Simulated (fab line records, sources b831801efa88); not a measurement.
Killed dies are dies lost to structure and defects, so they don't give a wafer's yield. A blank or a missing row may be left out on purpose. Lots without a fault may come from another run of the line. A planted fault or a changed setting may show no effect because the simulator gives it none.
Which tool did it? | flow gf180mcu | 7 lots, 21 wafers sampled, at 4 steps of a route of 602

WHAT THE GAUGES READ, wafer by wafer
GF_M4_OVL_MEAS_15.
lot  | measured     | on         | M4_OVL (nm)
L794 | day 24 20:54 | overlay-01 | 0 -5 0
L796 | day 25 12:41 | overlay-02 | 0 -5 -7
L798 | day 25 19:59 | overlay-02 | 2 10 6
L806 | day 28 12:06 | overlay-01 | -9 -11 -5
L809 | day 29 07:11 | overlay-02 | 0 -4 0
L811 | day 29 17:35 | overlay-01 | 1 -4 1
L814 | day 30 11:19 | overlay-01 | -1 -4 -2

WHICH TOOL RAN EACH LOT (tool, then ch and the chambers of the sampled wafers, then the start)
lot  | GF_DUAL_GATE_CLEAN_14           | GF_V3_SPUTTER_22             | GF_M4_SPUTTER_01
L794 | wet_bench-04 ch 1, day 9 06:52  | pvd_sputter-03, day 23 22:04 | pvd_sputter-04, day 23 22:48
L796 | wet_bench-04 ch 3, day 9 20:28  | pvd_sputter-03, day 24 14:27 | pvd_sputter-02, day 24 15:11
L798 | wet_bench-01 ch 3, day 10 06:18 | pvd_sputter-03, day 24 21:57 | pvd_sputter-02, day 24 22:41
L806 | wet_bench-01 ch 1, day 12 18:37 | pvd_sputter-01, day 27 15:28 | pvd_sputter-02, day 27 16:13
L809 | wet_bench-02 ch 3, day 13 09:52 | pvd_sputter-01, day 28 10:47 | pvd_sputter-02, day 28 11:31
L811 | wet_bench-02 ch 2, day 14 04:04 | pvd_sputter-03, day 28 22:05 | pvd_sputter-02, day 28 22:50
L814 | wet_bench-04 ch 2, day 15 00:04 | pvd_sputter-04, day 29 15:19 | pvd_sputter-02, day 29 16:03
- GF_DUAL_GATE_CLEAN_14: cleans in SC1/SC2, time 150 s.
- GF_V3_SPUTTER_22: material TiN, target thk 10 nm, time 40 s.
- GF_M4_SPUTTER_01: material TiN, target thk 30 nm, time 25 s.

THE ANSWER, worked out from the rows above alone
Rule: what is usual is taken from the lots themselves. Put in order of their means at a reading, lots are off if they are a third of the lots or fewer, leave a main group of 4 or more, and stand apart from it by a gap of 3 or more times the standard deviation of the main group's means; of several such gaps the widest counts. A main group whose means are all the same, to the digits that the tables above print for the reading, isn't used. A lot without any number at a reading at which 4 lots or more have one is off too. The other lots that the step has rows for count as sound.
No lot is off at any reading shown: from this, nothing can be told.

WHAT THE SIMULATOR HAD PUT IN
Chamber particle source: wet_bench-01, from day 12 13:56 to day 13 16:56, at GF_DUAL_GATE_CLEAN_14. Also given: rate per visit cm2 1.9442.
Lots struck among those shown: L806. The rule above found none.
